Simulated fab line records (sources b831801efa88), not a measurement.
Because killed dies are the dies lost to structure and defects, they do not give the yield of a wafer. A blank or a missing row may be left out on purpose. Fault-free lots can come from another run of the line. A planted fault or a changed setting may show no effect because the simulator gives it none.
Comparing a struck lot with a sound one	flow sky130	42 out of 708 route steps
Sound: these wafers, L322.1, L322.2, L322.5. Struck: wafer L342.5. (L342.1, L342.3 of the same lot were not struck and are left out.) The cause comes at the end.
Order at every step that has rows: each side's tool, ch and its chambers, its first start. Under that, the readings that differ: sound wafers	struck wafers	difference of the means	sigmas: that difference in standard deviations of wafers without a fault.
alike: readings with means less than 2 such deviations apart, plus words and numbers identical on both sides. not compared: withheld readings, readings lacking a value on some wafer, bounds such as >300 that could conceal the same value, and numbers that have no deviation in the record and whose values overlap.
A row with sigmas, a row that says differs or no value, or rows on one side alone: a step with any of these is where the two part. Non-overlapping numbers with no deviation appear without sigmas and do not part them. Lack of a reading on every wafer of one side parts them only where that side has two or more wafers.

first, 2 steps without rows for these wafers: SKY_NWELL_PEB_08; SKY_NWELL_DEVELOP_09 (develop time 60 s).
SKY_NWELL_OVL_MEAS_10:
  sound: overlay-02 at day 5 02:51; struck: overlay-02 at day 10 02:26
  alike: NWELL_00_OVL
then, 3 steps without rows for these wafers: SKY_NWELL_IMPLANT_11; SKY_NWELL_IMPLANT_12; SKY_NWELL_IMPLANT_13.
SKY_NWELL_STRIP_14: strips in O2/N2.
  sound on plasma_asher-01 ch 0,1, day 5 03:20; struck on plasma_asher-01 ch 0, day 10 02:55
  alike: drypump_motor_current_A, oes_product_au, strip_time_to_endpoint_s
  not compared: rf_hours_counter_h
SKY_NWELL_TW_MEAS_15:
  sound: film_metro-02 at day 5 03:26; struck: film_metro-03 at day 10 03:01
reading	sound	struck	difference	sigmas
NWELL_TW	1805 1815 1814	1860	+49	+2
then, 4 steps without rows for these wafers: SKY_NWELL_DEHYDRATE_16 (time 60 s); SKY_NWELL_HMDS_17 (prime time 60 s); SKY_NWELL_COAT_18 (resist thk 3000 nm); SKY_NWELL_SOFTBAKE_19.
SKY_NWELL_EXPOSE_20: exposes mask NWM COMPLEMENT, target cd 840 nm.
  sound on iline_stepper-02 ch 0, day 5 12:40; struck on iline_stepper-02 ch 0, day 10 13:21
  alike: mask, exposure_dose_mJ_cm2
then, 2 steps without rows for these wafers: SKY_NWELL_PEB_21; SKY_NWELL_DEVELOP_22 (develop time 60 s).
SKY_NWELL_OVL_MEAS_23:
  sound: overlay-02 at day 5 21:09; struck: overlay-02 at day 11 00:56
  alike: NWELL_01_OVL
after that, 1 step had no rows for these wafers: SKY_NWELL_IMPLANT_24.
SKY_NWELL_STRIP_25: strips in O2/N2.
  sound on plasma_asher-02 ch 0,1, day 5 21:20; struck on plasma_asher-02 ch 1, day 11 01:08
reading	sound	struck	difference	sigmas
strip_time_to_endpoint_s (s)	37.19 37.19 37.19	36.81	-0.38	-3
  alike: drypump_motor_current_A, oes_product_au
  not compared: rf_hours_counter_h
SKY_NWELL_TW_MEAS_26:
  sound: film_metro-02 at day 5 21:26; struck: film_metro-03 at day 11 01:14
  alike: NWELL_2_TW
then, 1 step without rows for these wafers: SKY_NWELL_CLEAN_27 (cleans in SC1/SC2, time 150 s).
SKY_NWELL_RTA_28: time 30 s.
  sound on rtp_anneal-02 ch 0, day 5 21:33; struck on rtp_anneal-02 ch 0, day 11 01:20
  alike: lamp_power_pct, wafer_temp_C_max
SKY_NWELL_RS_MEAS_29: measures by four-point-probe.
  sound: film_metro-03 at day 5 21:39; struck: film_metro-01 at day 11 01:32
  alike: NWELL_RS
SKY_NWELL_RS_MEAS_31: measures by four-point-probe.
  sound: film_metro-03 at day 5 21:53; struck: film_metro-01 at day 11 01:47
  alike: PWDE_RS
then, 7 steps without rows for these wafers: SKY_VT_ADJUST_HVTP_DEHYDRATE_00 (time 60 s); SKY_VT_ADJUST_HVTP_HMDS_01 (prime time 60 s); SKY_VT_ADJUST_HVTP_COAT_02 (resist thk 1140 nm); SKY_VT_ADJUST_HVTP_SOFTBAKE_03 (time 60 s); SKY_VT_ADJUST_HVTP_EXPOSE_04 (exposes mask HVTPM, target cd 380 nm); SKY_VT_ADJUST_HVTP_PEB_05; SKY_VT_ADJUST_HVTP_DEVELOP_06 (develop time 60 s).
SKY_VT_ADJUST_HVTP_CD_MEAS_07: target cd 380 nm.
  sound: cd_sem-01 at day 6 16:14; struck: cd_sem-01 at day 12 01:24
  alike: cd_nm
SKY_VT_ADJUST_HVTP_OVL_MEAS_08:
  sound: overlay-02 at day 6 16:21; struck: overlay-02 at day 12 01:31
  alike: VT_ADJUST_HVTP_OVL
after that, 1 step had no rows for these wafers: SKY_VT_ADJUST_HVTP_IMPLANT_09.
SKY_VT_ADJUST_HVTP_STRIP_10: strips in O2/N2.
  sound on plasma_asher-03 ch 0,1, day 6 16:32; struck on plasma_asher-04 ch 0, day 12 01:43
reading	sound	struck	difference	sigmas
drypump_motor_current_A (A)	5.9 6.5 6.5	5.2	-1.1	-2
  alike: oes_product_au, strip_time_to_endpoint_s
  not compared: rf_hours_counter_h
SKY_VT_ADJUST_HVTP_TW_MEAS_11:
  sound: film_metro-03 at day 6 16:38; struck: film_metro-04 at day 12 01:49
  alike: VT_ADJUST_HVTP_TW
then, 6 steps without rows for these wafers: SKY_VT_ADJUST_LVTN_DEHYDRATE_00 (time 60 s); SKY_VT_ADJUST_LVTN_HMDS_01 (prime time 60 s); SKY_VT_ADJUST_LVTN_COAT_02 (resist thk 3000 nm); SKY_VT_ADJUST_LVTN_SOFTBAKE_03; SKY_VT_ADJUST_LVTN_EXPOSE_04 (exposes mask NWM COMPLEMENT LESS NATIVE, target cd 840 nm); SKY_VT_ADJUST_LVTN_PEB_05.
-- the record jumps here: 39 days lie between the struck wafers' starts before and after (it left off in module VT_ADJUST_LVTN and takes up again in module PAD_OPEN, whose first step shown is number 708 of the route) --
SKY_PAD_OPEN_PROBE_99:
  sound: prober-01 at day 46 11:44; struck: prober-01 at day 50 23:28
reading	sound	struck	difference	sigmas
model.etest.res_iso_pwell.width_nm (nm)	2651 2657 2660	2672	+16	
  alike: killed_at_M0_to_M3, killed_at_M4_up, killed_at_contacts, killed_at_front_end, killed_at_other, killed_dies, killed_open, killed_short

WHERE THEY PART
At SKY_NWELL_TW_MEAS_15 first; at SKY_VT_ADJUST_HVTP_STRIP_10 last (within this record only). Later steps at which nothing parts them and some readings are alike: SKY_VT_ADJUST_HVTP_TW_MEAS_11, SKY_PAD_OPEN_PROBE_99.

WHY: whatever the simulator had introduced
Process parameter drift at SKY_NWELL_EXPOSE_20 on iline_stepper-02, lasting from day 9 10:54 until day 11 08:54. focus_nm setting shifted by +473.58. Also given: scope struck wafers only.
